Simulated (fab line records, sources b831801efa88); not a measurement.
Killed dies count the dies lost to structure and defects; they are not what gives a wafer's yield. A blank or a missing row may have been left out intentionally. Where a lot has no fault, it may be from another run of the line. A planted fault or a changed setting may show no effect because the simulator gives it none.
fab line records	flow sky130	part 1 of 2: steps 1 to 23 of 33
record lots=5	wafers=15	last-day=50
route steps=708 shown VT_ADJUST_HVTR@131 VT_ADJUST_PCH@143 SONOS_TUNNEL@154
lots untouched by any fault: they come from a run of this same line in which no faults occurred
start-h: start of the lot's first displayed wafer, in hours after the record's first day	wait-h: hours elapsed since this lot's preceding step	" identical to the entry in the row above	L1.1+2: a single row standing in for several wafers	- no value, or no start given	* or withheld: withheld	< > ~ a bound
route shown NAME@n: NAME is a module with steps in the file, n the number in the route of the first one	usual: average and standard deviation across the fault-free wafers	same: alike in all rows	chamber/n: place in a boat	sites: the reading at each site	_std_site: standard deviation of those values	_edge_site: outer sites' mean less inner sites'	radius-mm: how far each site lies from the wafer's centre	mask NAME#n: copy n	behind: the last tool/chamber to shape the wafer	hold: reason for holding the lot/hours on hold/outcome of the hold	device: whichever transistor did not switch (one of n, p or np)	end of line: tests of these same wafers at the route's end	a step without rows: its recipe alone	killed: not the wafer's yield, but the dies lost to structure and defects at the first sort	map: shows each die of a wafer: x if killed, . if not, _ if none is there
set.NAME: the setting the step ran with; set.NAME@STEP: the setting that earlier step ran with	model.NAME: the simulator's own value behind a step, which no gauge read
certain route steps with their lots: each step a table, each wafer a row
services: a tool's chamber out of use, with start hour (start-h, from the record's first day; less than 0 if before it), hours out, and reason
## steps
# step SKY_VT_ADJUST_HVTR_DEHYDRATE_00
# recipe temp-c=200	time-s=60
# usual exhaust-pa=45.0/1.1	heater-power-total-W=160.36/0.13
lot.wafer	tool	chamber	start-h	wait-h	exhaust-pa	heater-power-total-W
L088.2	litho-track-04	0	291.29	11.6	45.6	160.24
L088.5	"	0	"	"	45.8	160.34
L088.6	"	0	"	"	46.3	160.47
L090.1	litho-track-03	0	306.36	11.7	44.1	160.41
L090.4	"	0	"	"	45.1	160.51
L090.5	"	0	"	"	44.0	160.37
L091.1	litho-track-01	0	313.39	11.6	44.0	160.51
L091.4	"	0	"	"	45.1	160.32
L091.6	"	0	"	"	44.2	160.37
L092.1	litho-track-04	0	320.61	12.6	40.9	160.42
L092.3	"	0	"	"	42.5	160.54
L092.6	"	0	"	"	43.3	160.27
L096.2	litho-track-01	0	348.91	13.2	45.5	160.35
L096.5	"	0	"	"	44.8	160.35
L096.6	"	0	"	"	45.4	160.47
# step SKY_VT_ADJUST_HVTR_HMDS_01
# recipe prime-time-s=60	prime-temp-c=120
# usual exhaust-pa=45.0/0.85
lot.wafer	tool	chamber	start-h	wait-h	exhaust-pa
L088.2	litho-track-04	0	291.44	0.1	45.3
L088.5	"	0	"	"	45.1
L088.6	"	0	"	"	44.6
L090.1	litho-track-03	0	306.51	0.1	45.7
L090.4	"	0	"	"	46.3
L090.5	"	0	"	"	45.3
L091.1	litho-track-01	0	313.54	0.1	45.8
L091.4	"	0	"	"	45.3
L091.6	"	0	"	"	44.4
L092.1	litho-track-04	0	320.76	0.1	44.5
L092.3	"	0	"	"	45.4
L092.6	"	0	"	"	44.5
L096.2	litho-track-01	0	349.06	0.1	44.7
L096.5	"	0	"	"	45.5
L096.6	"	0	"	"	45.4
# step SKY_VT_ADJUST_HVTR_COAT_02
# recipe resist=NOVOLAK	spin-rpm=3000	resist-thk-nm=1140
# usual exhaust-pa=45.1/1
lot.wafer	tool	chamber	start-h	wait-h	exhaust-pa
L088.2	litho-track-04	0	291.59	0.1	45.5
L088.5	"	0	"	"	45.3
L088.6	"	0	"	"	46.1
L090.1	litho-track-03	0	306.66	0.1	44.9
L090.4	"	0	"	"	45.4
L090.5	"	0	"	"	46.6
L091.1	litho-track-01	0	313.69	0.1	43.8
L091.4	"	0	"	"	43.4
L091.6	"	0	"	"	43.9
L092.1	litho-track-04	0	320.91	0.1	45.3
L092.3	"	0	"	"	46.2
L092.6	"	0	"	"	46.1
L096.2	litho-track-01	0	349.21	0.1	44.1
L096.5	"	0	"	"	45.0
L096.6	"	0	"	"	43.8
# step SKY_VT_ADJUST_HVTR_SOFTBAKE_03
# recipe temp-c=90	time-s=60	resist=NOVOLAK
# usual exhaust-pa=45.2/0.95	heater-power-total-W=56.60/0.047
lot.wafer	tool	chamber	start-h	wait-h	exhaust-pa	heater-power-total-W
L088.2	litho-track-04	0	291.74	0.1	46.3	56.54
L088.5	"	0	"	"	46.6	56.61
L088.6	"	0	"	"	43.9	56.62
L090.1	litho-track-03	0	306.81	0.1	45.9	56.66
L090.4	"	0	"	"	45.6	56.60
L090.5	"	0	"	"	45.2	56.63
L091.1	litho-track-01	0	313.84	0.1	46.2	56.55
L091.4	"	0	"	"	46.3	56.63
L091.6	"	0	"	"	46.9	56.60
L092.1	litho-track-04	0	321.06	0.1	44.4	56.62
L092.3	"	0	"	"	44.9	56.63
L092.6	"	0	"	"	43.8	56.62
L096.2	litho-track-01	0	349.36	0.1	44.2	56.55
L096.5	"	0	"	"	44.9	56.59
L096.6	"	0	"	"	44.7	56.57
# step SKY_VT_ADJUST_HVTR_EXPOSE_04
# recipe mask-id=HVTRM	target-cd-nm=380	na=0.6	source-shape=conventional	sigma-outer=0.6	dose-mj=152
# usual stage-vel-mm-s=499.92/0.26
lot.wafer	tool	chamber	start-h	wait-h	mask	stage-vel-mm-s
L088.2	iline-stepper-02	0	-	-	HVTRM#0	500.09
L088.5	"	0	"	"	HVTRM#0	500.01
L088.6	"	0	"	"	HVTRM#0	499.79
L090.1	iline-stepper-02	0	-	-	HVTRM#0	499.93
L090.4	"	0	"	"	HVTRM#0	499.84
L090.5	"	0	"	"	HVTRM#0	499.91
L091.1	iline-stepper-01	0	-	-	HVTRM#0	499.97
L091.4	"	0	"	"	HVTRM#0	499.82
L091.6	"	0	"	"	HVTRM#0	499.99
L092.1	iline-stepper-02	0	-	-	HVTRM#0	499.57
L092.3	"	0	"	"	HVTRM#0	500.30
L092.6	"	0	"	"	HVTRM#0	499.78
L096.2	iline-stepper-02	0	-	-	HVTRM#0	499.60
L096.5	"	0	"	"	HVTRM#0	499.52
L096.6	"	0	"	"	HVTRM#0	499.71
# step SKY_VT_ADJUST_HVTR_PEB_05
# recipe temp-c=withheld	time-s=*	resist=NOVOLAK
# usual exhaust-pa=45.0/0.96
lot.wafer	tool	chamber	start-h	wait-h	exhaust-pa
L088.2	litho-track-03	0	-	-	45.2
L088.5	"	0	"	"	44.2
L088.6	"	0	"	"	44.9
L090.1	litho-track-04	0	-	-	45.7
L090.4	"	0	"	"	45.1
L090.5	"	0	"	"	45.6
L091.1	litho-track-03	0	-	-	45.2
L091.4	"	0	"	"	45.0
L091.6	"	0	"	"	44.2
L092.1	litho-track-01	0	-	-	45.3
L092.3	"	0	"	"	45.0
L092.6	"	0	"	"	45.4
L096.2	litho-track-04	0	-	-	45.4
L096.5	"	0	"	"	43.9
L096.6	"	0	"	"	44.8
# step SKY_VT_ADJUST_HVTR_DEVELOP_06
# recipe develop-time-s=60	dev-temp-c=23
# usual exhaust-pa=45.0/0.83
lot.wafer	tool	chamber	start-h	wait-h	exhaust-pa
L088.2	litho-track-03	0	304.39	0.1	45.4
L088.5	"	0	"	"	46.5
L088.6	"	0	"	"	45.7
L090.1	litho-track-04	0	319.51	0.1	44.3
L090.4	"	0	"	"	45.3
L090.5	"	0	"	"	45.7
L091.1	litho-track-03	0	326.96	0.1	44.4
L091.4	"	0	"	"	44.5
L091.6	"	0	"	"	43.4
L092.1	litho-track-01	0	334.64	0.1	45.8
L092.3	"	0	"	"	46.0
L092.6	"	0	"	"	45.8
L096.2	litho-track-04	0	363.23	0.1	45.8
L096.5	"	0	"	"	46.3
L096.6	"	0	"	"	44.7
# step SKY_VT_ADJUST_HVTR_CD_MEAS_07
# recipe target-cd-nm=380
# usual cd-nm=380.4/2.7
lot.wafer	tool	chamber	start-h	wait-h	cd-nm
L088.2	cd-sem-01	-	304.53	0.1	382.1
L088.5	"	-	"	"	384.4
L088.6	"	-	"	"	383.6
L090.1	cd-sem-01	-	319.66	0.1	381.2
L090.4	"	-	"	"	382.3
L090.5	"	-	"	"	381.9
L091.1	cd-sem-01	-	327.11	0.1	378.3
L091.4	"	-	"	"	383.1
L091.6	"	-	"	"	381.3
L092.1	cd-sem-02	-	334.79	0.1	377.7
L092.3	"	-	"	"	378.9
L092.6	"	-	"	"	378.4
L096.2	cd-sem-02	-	363.38	0.1	379.9
L096.5	"	-	"	"	379.2
L096.6	"	-	"	"	380.1
# step SKY_VT_ADJUST_HVTR_OVL_MEAS_08
# usual VT_ADJUST_HVTR_OVL=0.3/1.3
lot.wafer	tool	chamber	start-h	wait-h	VT_ADJUST_HVTR_OVL[nm]
L088.2	overlay-01	-	304.64	0.1	-0.1
L088.5	"	-	"	"	1.5
L088.6	"	-	"	"	-0.4
L090.1	overlay-01	-	319.78	0.1	-0.1
L090.4	"	-	"	"	0.6
L090.5	"	-	"	"	-0.1
L091.1	overlay-01	-	327.23	0.1	1.2
L091.4	"	-	"	"	1.1
L091.6	"	-	"	"	-0.4
L092.1	overlay-02	-	334.91	0.1	-1.4
L092.3	"	-	"	"	0.9
L092.6	"	-	"	"	-0.9
L096.2	overlay-01	-	363.49	0.1	0.0
L096.5	"	-	"	"	0.1
L096.6	"	-	"	"	0.4
# step SKY_VT_ADJUST_HVTR_IMPLANT_09
# recipe species=B	energy-kev=10	dose-cm2=2.1e+12	tilt-deg=withheld
# usual end-station-pressure-torr=5.05e-06/2.6e-07	faraday-current-uA=11.83/0.21
lot.wafer	tool	chamber	start-h	wait-h	end-station-pressure-torr	faraday-current-uA
L088.2	implanter-02	0	304.69	0.0	5.17e-06	11.50
L088.5	"	0	"	"	5.37e-06	11.80
L088.6	"	0	"	"	4.84e-06	11.77
L090.1	implanter-01	0	319.82	0.0	5.06e-06	11.97
L090.4	"	0	"	"	5e-06	11.80
L090.5	"	0	"	"	4.92e-06	11.46
L091.1	implanter-01	0	327.27	0.0	5.18e-06	11.90
L091.4	"	0	"	"	4.6e-06	11.75
L091.6	"	0	"	"	5.58e-06	11.51
L092.1	implanter-03	0	334.94	0.0	5.12e-06	11.90
L092.3	"	0	"	"	4.8e-06	11.57
L092.6	"	0	"	"	4.8e-06	11.60
L096.2	implanter-01	0	363.54	0.0	5.27e-06	12.07
L096.5	"	0	"	"	4.96e-06	11.76
L096.6	"	0	"	"	4.63e-06	11.50
# step SKY_VT_ADJUST_HVTR_STRIP_10
# recipe chemistry=O2/N2	power-w=1400	pressure-mtorr=1500	platen-temp-c=withheld	o2-flow-sccm=3000	n2-flow-sccm=300	overash-fraction=0.5
# usual drypump-motor-current-A=5.7/0.66	oes-product-au=0.715/0.0049	strip-time-to-endpoint-s=14.20/0.036
lot.wafer	tool	chamber	start-h	wait-h	drypump-motor-current-A	oes-product-au	rf-hours-counter-h	strip-time-to-endpoint-s
L088.2	plasma-asher-02	0	304.82	0.1	5.8	0.723	61	14.20
L088.5	"	0	"	"	5.8	0.719	-	14.23
L088.6	"	1	"	"	6.4	0.712	-	14.21
L090.1	plasma-asher-02	1	319.97	0.1	6.4	0.719	63	14.17
L090.4	"	1	"	"	6.4	0.711	-	14.18
L090.5	"	0	"	"	5.8	0.725	-	14.16
L091.1	plasma-asher-04	0	327.42	0.1	6.4	0.717	20	14.21
L091.4	"	0	"	"	6.4	0.706	-	14.22
L091.6	"	0	"	"	6.3	0.712	-	14.20
L092.1	plasma-asher-02	1	335.09	0.1	6.4	0.715	64	14.22
L092.3	"	0	"	"	5.8	0.719	-	14.20
L092.6	"	1	"	"	6.4	0.715	-	14.25
L096.2	plasma-asher-02	1	363.67	0.1	6.4	0.715	67	14.22
L096.5	"	1	"	"	6.5	0.712	-	14.18
L096.6	"	0	"	"	5.8	0.706	-	14.22
# step SKY_VT_ADJUST_HVTR_TW_MEAS_11
# usual VT_ADJUST_HVTR_TW=210.4/1.3
lot.wafer	tool	chamber	start-h	wait-h	VT_ADJUST_HVTR_TW
L088.2	film-metro-03	-	304.93	0.1	210.7
L088.5	"	-	"	"	209.6
L088.6	"	-	"	"	210.8
L090.1	film-metro-04	-	320.07	0.1	209.6
L090.4	"	-	"	"	209.4
L090.5	"	-	"	"	210.1
L091.1	film-metro-01	-	327.52	0.1	210.1
L091.4	"	-	"	"	209.6
L091.6	"	-	"	"	209.9
L092.1	film-metro-04	-	335.19	0.1	209.9
L092.3	"	-	"	"	210.6
L092.6	"	-	"	"	208.1
L096.2	film-metro-04	-	363.78	0.1	209.9
L096.5	"	-	"	"	209.3
L096.6	"	-	"	"	209.2
# step SKY_VT_ADJUST_PCH_DEHYDRATE_00
# recipe temp-c=200	time-s=60
# usual exhaust-pa=45.0/1	heater-power-total-W=160.37/0.13
lot.wafer	tool	chamber	start-h	wait-h	exhaust-pa	heater-power-total-W
L088.2	litho-track-03	0	317.49	12.5	43.5	160.19
L088.5	"	0	"	"	43.7	160.33
L088.6	"	0	"	"	43.5	160.39
L090.1	litho-track-02	0	333.11	13.0	44.6	160.51
L090.4	"	0	"	"	44.9	160.35
L090.5	"	0	"	"	43.7	160.38
L091.1	litho-track-02	0	339.91	12.4	45.5	160.33
L091.4	"	0	"	"	45.7	160.51
L091.6	"	0	"	"	46.4	160.31
L092.1	litho-track-01	0	348.24	13.0	45.9	160.46
L092.3	"	0	"	"	45.1	160.53
L092.6	"	0	"	"	46.2	160.56
L096.2	litho-track-01	0	377.06	13.3	45.5	160.22
L096.5	"	0	"	"	45.2	160.22
L096.6	"	0	"	"	46.1	160.20
# step SKY_VT_ADJUST_PCH_HMDS_01
# recipe prime-time-s=60	prime-temp-c=120
# usual exhaust-pa=45.2/0.91
lot.wafer	tool	chamber	start-h	wait-h	exhaust-pa
L088.2	litho-track-03	0	317.64	0.1	46.1
L088.5	"	0	"	"	45.2
L088.6	"	0	"	"	43.8
L090.1	litho-track-02	0	333.26	0.1	45.8
L090.4	"	0	"	"	44.8
L090.5	"	0	"	"	45.0
L091.1	litho-track-02	0	340.06	0.1	44.5
L091.4	"	0	"	"	45.9
L091.6	"	0	"	"	45.5
L092.1	litho-track-01	0	348.39	0.1	44.6
L092.3	"	0	"	"	45.3
L092.6	"	0	"	"	46.2
L096.2	litho-track-01	0	377.21	0.1	46.9
L096.5	"	0	"	"	46.5
L096.6	"	0	"	"	47.5
# step SKY_VT_ADJUST_PCH_COAT_02
# recipe spin-rpm=2000	resist-thk-nm=3000
# usual exhaust-pa=44.8/0.78
lot.wafer	tool	chamber	start-h	wait-h	exhaust-pa
L088.2	litho-track-03	0	317.79	0.1	44.3
L088.5	"	0	"	"	46.3
L088.6	"	0	"	"	47.0
L090.1	litho-track-02	0	333.41	0.1	45.0
L090.4	"	0	"	"	44.5
L090.5	"	0	"	"	44.4
L091.1	litho-track-02	0	340.21	0.1	45.3
L091.4	"	0	"	"	45.2
L091.6	"	0	"	"	43.8
L092.1	litho-track-01	0	348.54	0.1	42.8
L092.3	"	0	"	"	45.3
L092.6	"	0	"	"	44.7
L096.2	litho-track-01	0	377.36	0.1	43.4
L096.5	"	0	"	"	44.0
L096.6	"	0	"	"	44.4
# step SKY_VT_ADJUST_PCH_SOFTBAKE_03
# recipe temp-c=110	time-s=withheld
# usual exhaust-pa=44.9/0.87	heater-power-total-W=65.33/0.13
lot.wafer	tool	chamber	start-h	wait-h	exhaust-pa	heater-power-total-W
L088.2	litho-track-03	0	317.95	0.1	46.1	65.52
L088.5	"	0	"	"	45.9	65.47
L088.6	"	0	"	"	44.6	65.21
L090.1	litho-track-02	0	333.56	0.1	45.7	65.19
L090.4	"	0	"	"	45.0	65.41
L090.5	"	0	"	"	45.2	65.35
L091.1	litho-track-02	0	340.36	0.1	46.5	65.44
L091.4	"	0	"	"	46.5	65.52
L091.6	"	0	"	"	45.7	65.29
L092.1	litho-track-01	0	348.69	0.1	45.8	65.46
L092.3	"	0	"	"	44.9	65.32
L092.6	"	0	"	"	45.2	65.26
L096.2	litho-track-01	0	377.52	0.1	44.2	65.19
L096.5	"	0	"	"	44.5	65.34
L096.6	"	0	"	"	43.7	65.31
# step SKY_VT_ADJUST_PCH_EXPOSE_04
# recipe mask-id=NWM	na=0.6	source-shape=conventional	sigma-outer=0.6	polarization=unpolarized	target-cd-nm=840	dose-mj=255
# usual stage-vel-mm-s=500.04/0.23
lot.wafer	tool	chamber	start-h	wait-h	mask	stage-vel-mm-s
L088.2	iline-stepper-01	0	-	-	NWM#0	500.04
L088.5	"	0	"	"	NWM#0	500.17
L088.6	"	0	"	"	NWM#0	499.99
L090.1	iline-stepper-01	0	-	-	NWM#0	499.91
L090.4	"	0	"	"	NWM#0	500.13
L090.5	"	0	"	"	NWM#0	499.73
L091.1	iline-stepper-02	0	-	-	NWM#0	500.16
L091.4	"	0	"	"	NWM#0	500.12
L091.6	"	0	"	"	NWM#0	499.81
L092.1	iline-stepper-01	0	-	-	NWM#0	500.58
L092.3	"	0	"	"	NWM#0	500.27
L092.6	"	0	"	"	NWM#0	500.03
L096.2	iline-stepper-02	0	-	-	NWM#0	500.03
L096.5	"	0	"	"	NWM#0	499.92
L096.6	"	0	"	"	NWM#0	500.14
# step SKY_VT_ADJUST_PCH_PEB_05
# recipe temp-c=115	time-s=withheld
# usual exhaust-pa=44.9/0.84	heater-power-total-W=69.32/0.14
lot.wafer	tool	chamber	start-h	wait-h	exhaust-pa	heater-power-total-W
L088.2	litho-track-02	0	-	-	45.5	69.25
L088.5	"	0	"	"	44.6	69.11
L088.6	"	0	"	"	44.7	69.38
L090.1	litho-track-02	0	-	-	45.2	69.50
L090.4	"	0	"	"	44.6	69.49
L090.5	"	0	"	"	45.0	69.25
L091.1	litho-track-03	0	-	-	46.1	69.50
L091.4	"	0	"	"	45.5	69.40
L091.6	"	0	"	"	46.5	69.20
L092.1	litho-track-01	0	-	-	44.2	69.17
L092.3	"	0	"	"	44.6	69.25
L092.6	"	0	"	"	44.9	69.29
L096.2	litho-track-02	0	-	-	46.6	69.54
L096.5	"	0	"	"	45.7	69.46
L096.6	"	0	"	"	46.5	69.53
# step SKY_VT_ADJUST_PCH_DEVELOP_06
# recipe wall-angle-deg=90	developer=TMAH	develop-time-s=60	dev-temp-c=23.6
# usual exhaust-pa=45.0/0.82
lot.wafer	tool	chamber	start-h	wait-h	exhaust-pa
L088.2	litho-track-02	0	-	-	44.9
L088.5	"	0	"	"	44.4
L088.6	"	0	"	"	43.1
L090.1	litho-track-02	0	-	-	45.5
L090.4	"	0	"	"	44.9
L090.5	"	0	"	"	45.0
L091.1	litho-track-03	0	-	-	44.9
L091.4	"	0	"	"	45.4
L091.6	"	0	"	"	44.5
L092.1	litho-track-01	0	-	-	46.2
L092.3	"	0	"	"	45.5
L092.6	"	0	"	"	44.5
L096.2	litho-track-02	0	-	-	45.4
L096.5	"	0	"	"	44.7
L096.6	"	0	"	"	44.8
# step SKY_VT_ADJUST_PCH_OVL_MEAS_07
# usual VT_ADJUST_PCH_OVL=-1.3/1.4
lot.wafer	tool	chamber	start-h	wait-h	VT_ADJUST_PCH_OVL[nm]
L088.2	overlay-02	-	331.22	-	0.9
L088.5	"	-	"	"	-2.1
L088.6	"	-	"	"	0.0
L090.1	overlay-01	-	347.41	-	-0.5
L090.4	"	-	"	"	0.8
L090.5	"	-	"	"	-1.4
L091.1	overlay-01	-	354.96	-	-0.7
L091.4	"	-	"	"	0.5
L091.6	"	-	"	"	-0.8
L092.1	overlay-02	-	363.09	-	-1.1
L092.3	"	-	"	"	-1.3
L092.6	"	-	"	"	-3.9
L096.2	overlay-01	-	392.12	-	-2.7
L096.5	"	-	"	"	-2.7
L096.6	"	-	"	"	-2.8
# step SKY_VT_ADJUST_PCH_IMPLANT_08
# recipe species=B	energy-kev=10	dose-cm2=5e+11	tilt-deg=withheld
# usual end-station-pressure-torr=5.02e-06/2.8e-07	faraday-current-uA=2.82/0.058
lot.wafer	tool	chamber	start-h	wait-h	end-station-pressure-torr	faraday-current-uA
L088.2	implanter-04	0	331.27	0.0	4.96e-06	2.85
L088.5	"	0	"	"	4.82e-06	2.68
L088.6	"	0	"	"	4.6e-06	2.82
L090.1	implanter-02	0	347.45	0.0	5.42e-06	2.82
L090.4	"	0	"	"	5.33e-06	2.82
L090.5	"	0	"	"	5.37e-06	2.70
L091.1	implanter-04	0	355.00	0.0	5e-06	2.65
L091.4	"	0	"	"	4.63e-06	2.80
L091.6	"	0	"	"	5.11e-06	2.82
L092.1	implanter-03	0	363.12	0.0	4.81e-06	2.82
L092.3	"	0	"	"	4.94e-06	2.94
L092.6	"	0	"	"	5.02e-06	2.81
L096.2	implanter-04	0	392.17	0.0	5.17e-06	2.85
L096.5	"	0	"	"	4.53e-06	2.83
L096.6	"	0	"	"	4.88e-06	2.78
# step SKY_VT_ADJUST_PCH_STRIP_09
# recipe chemistry=O2/N2	power-w=1400	pressure-mtorr=1500	platen-temp-c=withheld	o2-flow-sccm=3000	n2-flow-sccm=300	overash-fraction=0.5
# usual drypump-motor-current-A=5.6/0.58	oes-product-au=0.722/0.0046	strip-time-to-endpoint-s=36.93/0.087
lot.wafer	tool	chamber	start-h	wait-h	drypump-motor-current-A	oes-product-au	rf-hours-counter-h	strip-time-to-endpoint-s
L088.2	plasma-asher-03	1	331.40	0.1	6.1	0.719	52	37.10
L088.5	"	1	"	"	6.0	0.721	-	36.96
L088.6	"	0	"	"	6.0	0.722	-	37.03
L090.1	plasma-asher-03	0	347.60	0.1	6.0	0.715	54	37.01
L090.4	"	0	"	"	6.0	0.720	-	36.79
L090.5	"	0	"	"	6.0	0.722	-	36.90
L091.1	plasma-asher-03	1	355.15	0.1	6.0	0.723	54	36.85
L091.4	"	1	"	"	6.0	0.719	-	36.78
L091.6	"	1	"	"	6.0	0.723	-	36.81
L092.1	plasma-asher-01	1	363.27	0.1	5.0	0.720	68	37.02
L092.3	"	0	"	"	4.8	0.725	-	36.97
L092.6	"	0	"	"	4.8	0.714	-	36.97
L096.2	plasma-asher-04	1	392.30	0.1	4.9	0.722	26	36.87
L096.5	"	1	"	"	4.9	0.725	-	36.86
L096.6	"	0	"	"	6.3	0.725	-	36.83
# step SKY_VT_ADJUST_PCH_TW_MEAS_10
# usual VT_ADJUST_PCH_TW=142.5/0.91
lot.wafer	tool	chamber	start-h	wait-h	VT_ADJUST_PCH_TW
L088.2	film-metro-04	-	331.51	0.1	140.7
L088.5	"	-	"	"	141.1
L088.6	"	-	"	"	141.0
L090.1	film-metro-04	-	347.70	0.1	141.5
L090.4	"	-	"	"	140.9
L090.5	"	-	"	"	141.6
L091.1	film-metro-02	-	355.25	0.1	143.2
L091.4	"	-	"	"	144.0
L091.6	"	-	"	"	143.4
L092.1	film-metro-01	-	363.37	0.1	142.2
L092.3	"	-	"	"	142.9
L092.6	"	-	"	"	142.9
L096.2	film-metro-04	-	392.41	0.1	142.3
L096.5	"	-	"	"	142.3
L096.6	"	-	"	"	142.7
